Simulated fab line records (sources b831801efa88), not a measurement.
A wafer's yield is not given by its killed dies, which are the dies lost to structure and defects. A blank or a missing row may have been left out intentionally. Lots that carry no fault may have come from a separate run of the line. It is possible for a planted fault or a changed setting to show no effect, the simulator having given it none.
fab line records ; flow sky130
record: lots: 12; wafers: 36; last-day: 48
route steps=708 shown CONTACT@406 VIA1@482 METAL2@484 PAD_OPEN@708
lots that met no fault: taken from a fault-free run of the same line
start-h: the number of hours between the record's first day and the start of the first shown wafer of the lot ; wait-h: hours from the lot's prior step to this one ; " unchanged from the row above ; L1.1+2: a single row standing in for several wafers ; - no value, or no start given ; * or withheld: withheld ; < > ~ a bound
route shown NAME@n: names a module that has steps shown in the file, with the first one's number in the route ; usual: the fault-free wafers' mean and standard deviation ; same: alike in all rows ; chamber/n: place in a boat ; sites: each site's reading ; _std_site: how widely they spread, as a standard deviation ; _edge_site: outer sites' mean less inner sites' ; radius-mm: for every site, how far away it sits from the centre of the wafer ; mask NAME#n: copy n ; behind: the last tool/chamber to shape the wafer ; hold: what put the lot on hold/how long, in hours/how the hold closed ; device: the transistor (n, p or np) that didn't switch ; end of line: at the end of the route, the tests of the same wafers ; step lacking rows: just its recipe ; killed: at the first sort, the dies lost to defects and structure; wafer yield is something else ; map: a wafer's dies, x killed, . not, _ none there
set.NAME: the run value of the setting; set.NAME@STEP: its run value at that earlier step ; model.NAME: the simulator's own value behind a step, which no gauge read
steps of the route over a sample of lots; a table a step, a row a wafer
services: the hour from which a tool's chamber was out of use, counted from the record's first day as start-h (under 0 if before that day), plus the number of hours and why
== steps ==
step: SKY_CONTACT_CVD_00
recipe: material: Si3N4; target-thk-nm: 75; temp-c: 400; time-s: withheld; rf-w: 450
usual: heater-power-w: 750/84
lot.wafer;tool;chamber;start-h;wait-h;heater-power-w
L582.1;pecvd-03;1;695.39;0.0;639
L582.4;pecvd-03;2;695.39;0.0;729
L582.5;pecvd-03;0;695.39;0.0;900
L583.2;pecvd-02;2;712.73;0.0;836
L583.3;pecvd-02;1;712.73;0.0;819
L583.4;pecvd-02;1;712.73;0.0;841
L584.1;pecvd-03;0;729.97;0.0;858
L584.2;pecvd-03;1;729.97;0.0;620
L584.6;pecvd-03;1;729.97;0.0;638
L585.4;pecvd-01;0;734.64;0.0;648
L585.5;pecvd-01;1;734.64;0.0;856
L585.6;pecvd-01;2;734.64;0.0;699
L586.1;pecvd-03;0;737.93;0.0;807
L586.2;pecvd-03;1;737.93;0.0;546
L586.5;pecvd-03;1;737.93;0.0;537
L587.1;pecvd-02;2;747.23;0.0;852
L587.3;pecvd-02;0;747.23;0.0;598
L587.6;pecvd-02;2;747.23;0.0;849
L588.1;pecvd-03;1;761.18;0.0;612
L588.4;pecvd-03;1;761.18;0.0;614
L588.6;pecvd-03;0;761.18;0.0;821
L589.2;pecvd-02;0;767.79;0.0;646
L589.5;pecvd-02;0;767.79;0.0;664
L589.6;pecvd-02;1;767.79;0.0;833
L590.1;pecvd-02;0;774.47;0.0;599
L590.3;pecvd-02;2;774.47;0.0;703
L590.5;pecvd-02;2;774.47;0.0;744
L592.2;pecvd-01;0;789.81;0.0;701
L592.4;pecvd-01;2;789.81;0.0;798
L592.5;pecvd-01;0;789.81;0.0;702
L594.1;pecvd-03;1;796.48;0.0;635
L594.2;pecvd-03;2;796.48;0.0;820
L594.5;pecvd-03;1;796.48;0.0;640
L596.2;pecvd-01;2;812.93;0.0;769
L596.3;pecvd-01;0;812.93;0.0;815
L596.4;pecvd-01;2;812.93;0.0;809
step: SKY_VIA1_CMP_24
recipe: stop-on: SiO2; t-overpolish-s: 15; down-force-psi: 3.5; platen-rpm: 60; target-thk-nm: 0; pad-velocity-m-s: 0.94248
usual: motor-current-A: 10.1/1.2; overpolish-run-s: 15.001/0.0081; time-to-endpoint-s: 63.7/2.7
lot.wafer;tool;chamber;start-h;wait-h;motor-current-A;overpolish-run-s;time-to-endpoint-s
L582.1;cmp-02;1;781.36;0.1;11.1;14.992;58.6
L582.4;cmp-02;0;781.36;0.1;11.6;15.003;60.2
L582.5;cmp-02;1;781.36;0.1;11.8;15.002;61.9
L583.4;cmp-01;2;799.82;0.1;8.5;15.010;66.6
L583.3;cmp-01;3;799.82;0.1;11.2;15.016;65.8
L583.2;cmp-01;0;799.82;0.1;10.5;14.996;69.7
L584.1;cmp-02;0;815.23;0.1;11.2;15.008;63.6
L584.2;cmp-02;1;815.23;0.1;11.0;14.989;61.2
L584.6;cmp-02;3;815.23;0.1;10.3;15.009;61.5
L585.4;cmp-02;2;820.78;0.2;8.2;14.999;61.7
L585.6;cmp-02;3;820.78;0.2;9.7;15.000;60.7
L585.5;cmp-02;0;820.78;0.2;10.9;14.992;60.5
L586.1;cmp-01;1;823.39;0.1;9.3;15.003;65.4
L586.2;cmp-01;3;823.39;0.1;11.0;14.992;69.3
L586.5;cmp-01;0;823.39;0.1;10.3;15.002;70.2
L587.3;cmp-01;0;832.13;0.0;10.6;15.006;65.9
L587.1;cmp-01;1;832.13;0.0;10.7;14.996;63.7
L587.6;cmp-01;0;832.13;0.0;11.0;14.997;65.8
L588.4;cmp-02;2;844.90;0.1;7.4;14.997;69.2
L588.1;cmp-02;3;844.90;0.1;10.1;15.004;65.8
L588.6;cmp-02;0;844.90;0.1;11.2;14.993;64.9
L589.2;cmp-02;1;851.95;0.0;11.0;15.003;60.0
L589.6;cmp-02;1;851.95;0.0;11.1;15.004;61.8
L589.5;cmp-02;2;851.95;0.0;7.5;14.990;63.6
L590.3;cmp-01;3;858.43;0.0;10.5;14.990;65.0
L590.1;cmp-01;1;858.43;0.0;10.1;14.993;63.0
L590.5;cmp-01;0;858.43;0.0;10.4;15.008;65.4
L592.2;cmp-01;0;873.84;0.1;11.2;14.989;65.5
L592.4;cmp-01;1;873.84;0.1;10.0;14.989;60.3
L592.5;cmp-01;3;873.84;0.1;10.9;15.002;67.8
L594.2;cmp-02;3;879.69;0.2;10.3;15.011;62.9
L594.1;cmp-02;1;879.69;0.2;12.6;15.016;62.1
L594.5;cmp-02;3;879.69;0.2;10.1;15.011;62.6
L596.4;cmp-02;3;895.16;0.0;10.0;0.042;103.4
L596.2;cmp-02;1;895.16;0.0;11.5;15.002;64.6
L596.3;cmp-02;2;895.16;0.0;8.3;15.001;64.1
step: SKY_METAL2_SPUTTER_01
recipe: material: TiN; target-thk-nm: 20; power-w: 6500; time-s: 16.7; chamber-pressure-pa: 0.4
usual: throttle-valve-pct: 29.7/0.98
lot.wafer;tool;chamber;start-h;wait-h;throttle-valve-pct
L582.1;pvd-sputter-02;-;781.68;0.0;30.3
L582.4;pvd-sputter-02;-;781.68;0.0;29.4
L582.5;pvd-sputter-02;-;781.68;0.0;28.8
L583.2;pvd-sputter-01;-;800.09;0.0;27.8
L583.3;pvd-sputter-01;-;800.09;0.0;29.2
L583.4;pvd-sputter-01;-;800.09;0.0;30.3
L584.1;pvd-sputter-02;-;815.45;0.0;30.1
L584.2;pvd-sputter-02;-;815.45;0.0;29.0
L584.6;pvd-sputter-02;-;815.45;0.0;30.3
L585.4;pvd-sputter-02;-;820.96;0.0;30.3
L585.5;pvd-sputter-02;-;820.96;0.0;30.0
L585.6;pvd-sputter-02;-;820.96;0.0;28.7
L586.1;pvd-sputter-03;-;823.66;0.0;28.5
L586.2;pvd-sputter-03;-;823.66;0.0;31.5
L586.5;pvd-sputter-03;-;823.66;0.0;30.6
L587.1;pvd-sputter-02;-;832.45;0.0;30.2
L587.3;pvd-sputter-02;-;832.45;0.0;29.1
L587.6;pvd-sputter-02;-;832.45;0.0;30.2
L588.1;pvd-sputter-01;-;845.13;0.0;29.8
L588.4;pvd-sputter-01;-;845.13;0.0;29.1
L588.6;pvd-sputter-01;-;845.13;0.0;29.6
L589.2;pvd-sputter-03;-;852.28;0.0;31.8
L589.5;pvd-sputter-03;-;852.28;0.0;28.6
L589.6;pvd-sputter-03;-;852.28;0.0;30.1
L590.1;pvd-sputter-02;-;858.75;0.0;30.0
L590.3;pvd-sputter-02;-;858.75;0.0;29.2
L590.5;pvd-sputter-02;-;858.75;0.0;29.5
L592.2;pvd-sputter-02;-;874.11;0.0;30.4
L592.4;pvd-sputter-02;-;874.11;0.0;29.4
L592.5;pvd-sputter-02;-;874.11;0.0;29.1
L594.1;pvd-sputter-02;-;880.01;0.0;30.3
L594.2;pvd-sputter-02;-;880.01;0.0;29.6
L594.5;pvd-sputter-02;-;880.01;0.0;29.1
L596.2;pvd-sputter-01;-;895.48;0.0;27.9
L596.3;pvd-sputter-01;-;895.48;0.0;29.8
step: SKY_METAL2_ETCH_18
recipe: chemistry: N2/H2; target: BARC; ion-energy-ev: 200; bias-w: 100; pressure-mtorr: 30; n2-flow-sccm: 100; h2-flow-sccm: 200; icp-w: 500; stop-on: SiO2; time-s: 45.9; target-depth-a: 600
usual: drypump-motor-current-A: 5.8/0.53; oes-product-au: 0.855/0.0052; throttle-valve-pct: 13.225/0.0098
lot.wafer;tool;chamber;start-h;wait-h;drypump-motor-current-A;oes-product-au;rf-hours-counter-h;throttle-valve-pct
L582.1;rie-metal-02;1;808.76;0.0;6.3;0.844;7;13.243
L582.4;rie-metal-02;1;808.76;0.0;6.3;0.846;-;13.225
L582.5;rie-metal-02;1;808.76;0.0;6.3;0.848;-;13.232
L583.2;rie-metal-02;0;826.58;0.0;5.9;0.856;13;13.226
L583.3;rie-metal-02;0;826.58;0.0;5.9;0.858;-;13.233
L583.4;rie-metal-02;1;826.58;0.0;6.3;0.857;-;13.234
L584.1;rie-metal-02;0;841.99;0.0;5.9;0.849;13;13.214
L584.2;rie-metal-02;1;841.99;0.0;6.3;0.856;8;13.225
L584.6;rie-metal-02;1;841.99;0.0;6.3;0.853;-;13.224
L585.4;rie-metal-02;0;847.73;0.0;5.9;0.861;-;13.219
L585.5;rie-metal-02;0;847.73;0.0;5.9;0.859;-;13.215
L585.6;rie-metal-02;1;847.73;0.0;6.3;0.857;-;13.236
L586.1;rie-metal-03;0;849.96;0.0;5.0;0.857;4;13.229
L586.2;rie-metal-03;1;849.96;0.0;5.1;0.863;3;13.221
L586.5;rie-metal-03;1;849.96;0.0;5.1;0.849;-;13.241
L587.1;rie-metal-02;1;859.91;0.0;6.3;0.860;9;13.216
L587.3;rie-metal-02;0;859.91;0.0;5.9;0.862;-;13.214
L587.6;rie-metal-02;1;859.91;0.0;6.3;0.853;-;13.212
L588.1;rie-metal-03;1;871.11;0.0;5.1;0.850;4;13.216
L588.4;rie-metal-03;1;871.11;0.0;5.1;0.857;-;13.228
L588.6;rie-metal-03;0;871.11;0.0;5.0;0.853;-;13.220
L589.2;rie-metal-02;0;878.46;0.0;5.9;0.846;15;13.219
L589.5;rie-metal-02;1;878.46;0.0;6.3;0.854;-;13.215
L589.6;rie-metal-02;0;878.46;0.0;5.9;0.854;-;13.219
L590.1;rie-metal-02;0;884.94;0.0;5.9;0.844;15;13.237
L590.3;rie-metal-02;0;884.94;0.0;5.9;0.849;-;13.231
L590.5;rie-metal-02;0;884.94;0.0;5.9;0.851;-;13.222
L592.2;rie-metal-02;0;900.71;0.0;5.9;0.856;16;13.246
L592.4;rie-metal-02;0;900.71;0.0;5.9;0.853;-;13.219
L592.5;rie-metal-02;1;900.71;0.0;6.3;0.859;-;13.225
L594.1;rie-metal-02;1;905.64;0.0;6.3;0.856;11;13.211
L594.2;rie-metal-02;0;905.64;0.0;5.9;0.862;16;13.246
L594.5;rie-metal-02;1;905.64;0.0;6.3;0.858;-;13.209
L596.2;rie-metal-01;0;920.56;0.1;6.3;0.852;-;13.221
L596.3;rie-metal-01;0;920.56;0.1;6.3;0.855;-;13.224
step: SKY_PAD_OPEN_PROBE_99
usual: defect-limited-yield: 82.4/1.8; killed_at_M0_to_M3: 45/6.8; killed_at_M4_up: 3.2/1.6; killed-at-contacts: 24/5.1; killed-at-front-end: 14/4.4; killed-at-other: 0.4/0.65; killed-dies: 87/8.8; killed-on-rim: 17/3.6; killed-open: 47/7.2; killed-short: 39/6.1; sort_bin_3_pad_short: 0.9/0.38; sort_bin_5_function: 10.4/1.5; sort_bin_6_memory: 6.4/1.1; sort-n-pass: 405/8.8; sort-yield-pct: 82.4/1.8
same: gross-dies: 492; killed-at-back-side: 0; sort_bin_4_leakage[%]: 0; sort_bin_8_speed[%]: 0
lot.wafer;tool;chamber;start-h;wait-h;hold;defect-limited-yield[%];killed_at_M0_to_M3;killed_at_M4_up;killed-at-contacts;killed-at-front-end;killed-at-other;killed-dies;killed-on-rim;killed-open;killed-short;sort_bin_3_pad_short[%];sort_bin_5_function[%];sort_bin_6_memory[%];sort-n-pass;sort-yield-pct[%]
L582.1;prober-01;-;1063.79;0.1;-;81.3;37;5;31;19;0;92;17;49;43;1.0;10.8;6.9;400;81.3
L582.4;prober-01;-;1063.94;0.2;-;84.1;42;3;24;9;0;78;15;44;34;1.0;8.1;6.7;414;84.1
L582.5;prober-01;-;1063.99;0.2;-;79.9;46;1;27;25;0;99;18;54;44;0.4;11.8;7.9;393;79.9
L583.2;prober-01;-;1079.99;0.1;-;83.9;36;4;25;13;1;79;15;37;42;0.4;8.9;6.7;413;83.9
L583.3;prober-01;-;1080.04;0.2;-;82.7;45;2;20;18;0;85;17;49;36;1.4;11.6;4.3;407;82.7
L583.4;prober-01;-;1080.09;0.2;-;82.3;36;2;30;18;1;87;15;52;35;0.6;10.8;6.3;405;82.3
L584.1;prober-02;-;1092.89;0.1;-;82.5;39;6;19;20;2;86;14;45;40;0.6;11.0;5.9;406;82.5
L584.2;prober-02;-;1092.94;0.1;-;82.5;39;4;21;22;0;86;13;48;37;0.4;11.8;5.3;406;82.5
L584.6;prober-02;-;1093.14;0.2;-;82.1;46;3;27;11;1;88;13;52;36;0.6;11.4;5.9;404;82.1
L585.4;prober-01;-;1096.39;0.2;-;83.7;34;4;33;9;0;80;19;44;34;0.6;9.8;5.9;412;83.7
L585.5;prober-01;-;1096.44;0.2;-;77.8;56;2;30;21;0;109;22;56;53;2.2;11.8;8.1;383;77.8
L585.6;prober-01;-;1096.49;0.2;-;83.7;32;4;36;8;0;80;21;47;33;1.4;9.3;5.5;412;83.7
L586.1;prober-02;-;1099.10;0.1;-;84.3;44;2;18;13;0;77;15;41;36;0.6;8.9;6.1;415;84.3
L586.2;prober-02;-;1099.15;0.1;-;79.9;50;2;35;12;0;99;22;53;46;0.4;11.2;8.5;393;79.9
L586.5;prober-02;-;1099.30;0.2;-;85.4;43;2;13;13;1;72;16;30;42;0.4;9.3;4.9;420;85.4
L587.1;prober-01;-;1104.90;0.1;-;84.6;45;2;23;5;1;76;21;33;42;1.0;9.1;5.3;416;84.6
L587.3;prober-01;-;1105.00;0.2;-;81.5;50;4;30;7;0;91;19;51;40;0.8;10.2;7.5;401;81.5
L587.6;prober-01;-;1105.15;0.2;-;79.9;51;2;27;16;3;99;21;46;50;1.4;10.6;8.1;393;79.9
L588.1;prober-02;-;1114.84;0.1;-;81.9;49;5;25;9;1;89;20;48;40;1.2;11.6;5.3;403;81.9
L588.4;prober-02;-;1114.99;0.2;-;83.3;42;2;27;11;0;82;19;48;33;0.8;10.6;5.3;410;83.3
L588.6;prober-02;-;1115.09;0.2;-;82.9;38;3;32;11;0;84;15;50;34;1.0;10.4;5.7;408;82.9
L589.2;prober-01;-;1120.45;0.1;-;83.9;38;2;20;19;0;79;21;38;41;0.6;8.1;7.3;413;83.9
L589.5;prober-01;-;1120.60;0.2;-;83.3;52;2;20;7;1;82;20;52;28;1.2;9.1;6.3;410;83.3
L589.6;prober-01;-;1120.65;0.2;-;81.5;48;3;22;18;0;91;12;45;46;0.8;10.6;7.1;401;81.5
L590.1;prober-02;-;1123.74;0.1;-;84.1;44;1;14;19;0;78;16;45;33;0.6;9.6;5.7;414;84.1
L590.3;prober-02;-;1123.84;0.2;-;86.6;25;6;24;11;0;66;11;31;34;0.8;8.1;4.5;426;86.6
L590.5;prober-02;-;1123.94;0.2;-;82.5;38;5;28;15;0;86;13;43;43;1.0;10.8;5.7;406;82.5
L592.2;prober-02;-;1137.86;0.1;-;82.7;53;1;17;14;0;85;17;54;31;1.0;8.7;7.5;407;82.7
L592.4;prober-02;-;1137.96;0.2;-;81.7;50;2;26;12;0;90;18;49;41;0.6;9.3;8.3;402;81.7
L592.5;prober-02;-;1138.01;0.2;-;80.9;56;1;22;14;1;94;26;51;43;0.8;12.0;6.3;398;80.9
L594.1;prober-01;-;1143.41;0.1;-;83.7;37;3;26;14;0;80;12;41;39;1.0;7.9;7.3;412;83.7
L594.2;prober-01;-;1143.46;0.1;-;85.2;42;4;16;10;1;73;19;43;29;0.6;8.3;5.9;419;85.2
L594.5;prober-01;-;1143.61;0.2;-;81.9;48;1;24;16;0;89;20;57;32;1.0;10.4;6.7;403;81.9
L596.2;prober-02;-;1153.63;0.1;await-dispo/1.7h/release;83.7;38;3;27;12;0;80;11;34;46;1.2;10.2;4.9;412;83.7
L596.3;prober-02;-;1153.68;0.2;await-dispo/1.7h/release;80.9;47;5;21;20;1;94;28;49;44;1.2;11.6;6.3;398;80.9
L596.4;prober-02;-;1153.73;0.2;await-dispo/1.7h/release;0;459;1;17;15;0;492;96;41;46;83.3;10.4;6.3;0;0
killed by level:class
L582.1 LI_CONTACT:geometric-particle:open=10 CONTACT:geometric-particle:open=10 CONTACT:geometric-particle:short=8 METAL2:geometric-particle:short=8 VIA1:geometric-particle:open=7 VIA2:geometric-particle:open=5 FIELD_ISO:geometric-particle:short=4 METAL1:geometric-particle:short=4
L582.4 VIA1:geometric-particle:open=12 CONTACT:geometric-particle:open=11 METAL2:geometric-particle:short=10 VIA3:geometric-particle:open=7 LI_CONTACT:geometric-particle:open=5 FIELD_ISO:geometric-particle:short=4 CONTACT:geometric-particle:short=4 POLY_GATE:geometric-particle:open=2
L582.5 CONTACT:geometric-particle:open=15 VIA3:geometric-particle:open=12 FIELD_ISO:geometric-particle:short=7 METAL2:geometric-particle:short=7 VIA1:geometric-particle:open=7 LI_CONTACT:geometric-particle:open=5 VIA1:geometric-particle:short=5 POLY_GATE:geometric-particle:short=4
L583.2 CONTACT:geometric-particle:open=9 VIA1:geometric-particle:open=8 FIELD_ISO:geometric-particle:short=7 VIA2:geometric-particle:open=7 METAL1:geometric-particle:short=5 METAL2:geometric-particle:short=5 LI_CONTACT:geometric-particle:open=4 CONTACT:geometric-particle:short=4
L583.3 VIA1:geometric-particle:open=9 CONTACT:geometric-particle:open=7 METAL2:geometric-particle:short=7 VIA3:geometric-particle:open=7 LI_CONTACT:geometric-particle:open=6 VIA1:geometric-particle:short=6 FIELD_ISO:geometric-particle:open=5 FIELD_ISO:geometric-particle:short=4
L583.4 LI_CONTACT:geometric-particle:open=10 CONTACT:geometric-particle:open=10 VIA1:geometric-particle:open=9 VIA2:geometric-particle:open=8 FIELD_ISO:geometric-particle:open=6 METAL2:geometric-particle:short=6 FIELD_ISO:geometric-particle:short=5 CONTACT:geometric-particle:short=5
L584.1 FIELD_ISO:geometric-particle:open=10 VIA1:geometric-particle:open=10 CONTACT:geometric-particle:open=9 VIA2:geometric-particle:open=6 METAL4:geometric-particle:short=6 METAL1:geometric-particle:short=5 FIELD_ISO:geometric-particle:short=4 POLY_GATE:geometric-particle:short=4
L584.2 LI_CONTACT:geometric-particle:open=10 VIA1:geometric-particle:open=7 POLY_GATE:geometric-particle:open=6 METAL2:geometric-particle:short=6 VIA2:geometric-particle:open=6 POLY_GATE:geometric-particle:short=5 FIELD_ISO:geometric-particle:short=4 CONTACT:geometric-particle:open=4
L584.6 LI_CONTACT:geometric-particle:open=10 CONTACT:geometric-particle:open=10 VIA1:geometric-particle:open=9 METAL1:geometric-particle:short=8 VIA2:geometric-particle:open=6 VIA3:geometric-particle:open=6 POLY_GATE:geometric-particle:open=5 VIA3:geometric-particle:short=5
L585.4 CONTACT:geometric-particle:open=9 VIA1:geometric-particle:open=8 VIA2:geometric-particle:open=7 LOCAL_INTERCONNECT:geometric-particle:short=7 LI_CONTACT:geometric-particle:open=7 VIA3:geometric-particle:open=6 CONTACT:geometric-particle:short=5 FIELD_ISO:geometric-particle:open=4
L585.5 CONTACT:geometric-particle:open=12 VIA1:geometric-particle:open=11 FIELD_ISO:geometric-particle:short=7 VIA1:geometric-particle:short=7 LI_CONTACT:geometric-particle:open=7 CONTACT:geometric-particle:short=7 METAL2:geometric-particle:short=7 VIA3:geometric-particle:open=7
L585.6 LI_CONTACT:geometric-particle:open=13 CONTACT:geometric-particle:open=9 VIA1:geometric-particle:open=9 LOCAL_INTERCONNECT:geometric-particle:short=5 CONTACT:geometric-particle:short=5 VIA2:geometric-particle:open=5 LI_CONTACT:geometric-particle:short=4 METAL3:geometric-particle:short=4
L586.1 VIA3:geometric-particle:open=8 CONTACT:geometric-particle:open=7 VIA1:geometric-particle:open=7 CONTACT:geometric-particle:short=6 FIELD_ISO:geometric-particle:open=5 METAL2:geometric-particle:short=5 LI_CONTACT:geometric-particle:open=4 METAL1:geometric-particle:short=4
L586.2 CONTACT:geometric-particle:open=15 VIA1:geometric-particle:open=8 METAL2:geometric-particle:short=7 METAL1:geometric-particle:short=7 VIA2:geometric-particle:open=7 LI_CONTACT:geometric-particle:open=6 VIA1:geometric-particle:short=6 VIA3:geometric-particle:open=6
L586.5 METAL1:geometric-particle:short=14 VIA1:geometric-particle:open=8 FIELD_ISO:geometric-particle:short=7 LI_CONTACT:geometric-particle:open=7 FIELD_ISO:geometric-particle:open=4 METAL2:geometric-particle:short=4 VIA3:geometric-particle:open=4 VIA2:geometric-particle:open=3
L587.1 METAL1:geometric-particle:short=8 LI_CONTACT:geometric-particle:open=7 CONTACT:geometric-particle:open=7 VIA3:geometric-particle:open=6 VIA1:geometric-particle:open=6 VIA3:geometric-particle:short=5 VIA2:geometric-particle:open=4 LOCAL_INTERCONNECT:geometric-particle:short=4
L587.3 VIA3:geometric-particle:open=13 CONTACT:geometric-particle:open=13 METAL2:geometric-particle:short=9 LI_CONTACT:geometric-particle:open=7 CONTACT:geometric-particle:short=7 VIA1:geometric-particle:open=5 VIA1:geometric-particle:short=4 VIA3:geometric-particle:short=4
L587.6 CONTACT:geometric-particle:open=16 METAL2:geometric-particle:short=8 CONTACT:geometric-particle:short=7 VIA2:geometric-particle:open=7 VIA1:geometric-particle:open=7 METAL3:geometric-particle:short=6 VIA1:geometric-particle:short=6 FIELD_ISO:geometric-particle:short=4
L588.1 VIA1:geometric-particle:open=10 METAL1:geometric-particle:short=9 LI_CONTACT:geometric-particle:open=8 CONTACT:geometric-particle:open=8 VIA2:geometric-particle:open=7 CONTACT:geometric-particle:short=6 METAL2:geometric-particle:short=6 VIA3:geometric-particle:open=5
L588.4 CONTACT:geometric-particle:open=13 VIA2:geometric-particle:open=9 METAL1:geometric-particle:short=8 VIA3:geometric-particle:open=7 METAL2:geometric-particle:short=6 LI_CONTACT:geometric-particle:open=4 CONTACT:geometric-particle:short=4 VIA1:geometric-particle:open=4
L588.6 CONTACT:geometric-particle:open=9 VIA1:geometric-particle:open=9 LI_CONTACT:geometric-particle:open=9 METAL1:geometric-particle:short=7 VIA2:geometric-particle:open=5 VIA3:geometric-particle:open=5 VIA2:geometric-particle:short=4 LOCAL_INTERCONNECT:geometric-particle:open=4
L589.2 METAL1:geometric-particle:short=9 CONTACT:geometric-particle:open=8 FIELD_ISO:geometric-particle:short=5 FIELD_ISO:geometric-particle:open=5 LI_CONTACT:geometric-particle:open=5 VIA1:geometric-particle:open=5 VIA2:geometric-particle:short=5 VIA3:geometric-particle:open=5
L589.5 VIA1:geometric-particle:open=17 LI_CONTACT:geometric-particle:open=8 VIA3:geometric-particle:open=8 METAL1:geometric-particle:short=7 CONTACT:geometric-particle:open=6 VIA2:geometric-particle:open=6 POLY_GATE:geometric-particle:short=3 CONTACT:geometric-particle:short=3
L589.6 VIA1:geometric-particle:open=12 FIELD_ISO:geometric-particle:short=8 VIA1:geometric-particle:short=8 CONTACT:geometric-particle:short=7 METAL2:geometric-particle:short=7 LI_CONTACT:geometric-particle:open=6 CONTACT:geometric-particle:open=6 METAL1:geometric-particle:short=5
L590.1 VIA1:geometric-particle:open=11 POLY_GATE:geometric-particle:open=7 METAL2:geometric-particle:short=7 VIA2:geometric-particle:open=7 VIA3:geometric-particle:open=5 POLY_GATE:geometric-particle:short=4 LI_CONTACT:geometric-particle:open=4 CONTACT:geometric-particle:open=4
L590.3 CONTACT:geometric-particle:open=8 LI_CONTACT:geometric-particle:open=6 METAL2:geometric-particle:short=6 VIA1:geometric-particle:open=5 LOCAL_INTERCONNECT:geometric-particle:short=4 CONTACT:geometric-particle:short=4 METAL4:geometric-particle:short=4 FIELD_ISO:geometric-particle:short=3
L590.5 CONTACT:geometric-particle:short=9 CONTACT:geometric-particle:open=8 VIA1:geometric-particle:open=7 LI_CONTACT:geometric-particle:open=6 VIA3:geometric-particle:open=6 FIELD_ISO:geometric-particle:short=4 METAL3:geometric-particle:open=4 LOCAL_INTERCONNECT:geometric-particle:short=4
L592.2 VIA1:geometric-particle:open=15 VIA3:geometric-particle:open=8 LI_CONTACT:geometric-particle:open=7 VIA1:geometric-particle:short=7 VIA2:geometric-particle:open=7 CONTACT:geometric-particle:open=5 METAL1:geometric-particle:short=4 VIA2:geometric-particle:short=4
L592.4 CONTACT:geometric-particle:open=10 VIA1:geometric-particle:open=10 VIA2:geometric-particle:open=9 VIA3:geometric-particle:open=8 VIA1:geometric-particle:short=7 FIELD_ISO:geometric-particle:short=6 LI_CONTACT:geometric-particle:open=6 METAL1:geometric-particle:short=6
L592.5 VIA1:geometric-particle:open=17 METAL1:geometric-particle:short=8 LI_CONTACT:geometric-particle:open=7 CONTACT:geometric-particle:open=7 VIA2:geometric-particle:short=7 VIA3:geometric-particle:open=7 CONTACT:geometric-particle:short=5 VIA1:geometric-particle:short=5
L594.1 LI_CONTACT:geometric-particle:open=9 CONTACT:geometric-particle:open=9 VIA1:geometric-particle:open=7 METAL3:geometric-particle:short=6 POLY_GATE:geometric-particle:short=5 POLY_GATE:geometric-particle:open=4 METAL1:geometric-particle:short=4 VIA2:geometric-particle:short=4
L594.2 VIA3:geometric-particle:open=11 VIA1:geometric-particle:open=7 LI_CONTACT:geometric-particle:open=6 VIA2:geometric-particle:open=6 POLY_GATE:geometric-particle:short=5 METAL3:geometric-particle:short=5 CONTACT:geometric-particle:open=4 METAL1:geometric-particle:short=4
L594.5 VIA3:geometric-particle:open=13 VIA1:geometric-particle:open=9 LI_CONTACT:geometric-particle:open=8 LOCAL_INTERCONNECT:geometric-particle:short=8 VIA2:geometric-particle:open=8 CONTACT:geometric-particle:open=6 POLY_GATE:geometric-particle:open=4 POLY_GATE:geometric-particle:short=4
L596.2 LI_CONTACT:geometric-particle:open=7 CONTACT:geometric-particle:open=7 METAL2:geometric-particle:short=6 VIA1:geometric-particle:short=5 VIA3:geometric-particle:short=5 VIA2:geometric-particle:short=5 FIELD_ISO:geometric-particle:short=4 POLY_GATE:geometric-particle:open=4
L596.3 CONTACT:geometric-particle:open=9 VIA1:geometric-particle:short=8 VIA3:geometric-particle:open=7 LI_CONTACT:geometric-particle:open=6 VIA1:geometric-particle:open=6 METAL2:geometric-particle:short=6 FIELD_ISO:geometric-particle:open=5 POLY_GATE:geometric-particle:short=5
L596.4 VIA1:area-cmp=405 VIA1:geometric-particle:open=9 METAL2:geometric-particle:short=9 VIA1:geometric-particle:short=8 CONTACT:geometric-particle:open=8 METAL1:geometric-particle:short=6 VIA3:geometric-particle:open=6 LI_CONTACT:geometric-particle:open=5
== services ==
tool;chamber;start-h;hours;kind
cmp-02;-;677.18;0.9;repair
rie-metal-03;0;686.16;14.1;repair
rie-metal-02;-;700.93;0.1;repair
cmp-01;-;702.33;0.9;repair
pecvd-01;1;703.19;23.0;repair
cmp-02;-;705.38;0.3;repair
cmp-01;-;710.76;6.4;repair
pecvd-03;2;717.84;16.2;repair
pvd-sputter-02;-;743.48;5.8;repair
cmp-02;-;744.00;4.0;pm
cmp-02;-;747.50;1.2;repair
cmp-02;-;782.22;17.9;pm
cmp-02;-;800.61;0.6;repair
pvd-sputter-02;-;806.54;1.6;repair
rie-metal-03;0;822.57;13.1;repair
pecvd-02;-;840.18;1.0;repair
cmp-02;-;852.34;0.8;repair
cmp-02;-;864.46;4.5;pm
pecvd-03;-;874.41;1.0;repair
cmp-02;-;876.24;1.0;repair
cmp-02;-;893.70;0.6;repair
cmp-01;-;912.00;4.0;pm
pvd-sputter-01;-;912.02;5.0;repair
pecvd-02;1;919.65;4.8;repair
== key ==
first-sign: step: SKY_VIA1_CMP_24; reading: overpolish-run-s; direction: down; sigmas: 99+; usual: 15.001; struck: 0.042
effect: step: SKY_VIA1_CMP_24; reading: time-to-endpoint-s; direction: up; sigmas: 15; usual: *; struck: *
effect: step: SKY_PAD_OPEN_PROBE_99; reading: sort_bin_3_pad_short; direction: up; sigmas: 99+; usual: 0.9; struck: 83.3
more-kills-born-at: SKY_VIA1_CMP_24@cmp-02: 405
met-at SKY_VIA1_CMP_24
struck-lots L596
struck-wafers L596.4
later-rows-left-out L596.4
not-acting-at SKY_CONTACT_CVD_00,SKY_METAL2_SPUTTER_01,SKY_METAL2_ETCH_18
onset-between 879.69 895.16
fault: kind: process-parameter-drift; tool: cmp-02; chamber: -; onset-h: 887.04; steps: SKY_VIA1_CMP_24; channel: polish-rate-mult; offset: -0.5; shape: step; end-h: 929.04; scope: struck-wafers-only
later-rows-left-out: the simulator's readings of these wafers behind a module that went badly wrong aren't trusted and aren't shown, but for the sort
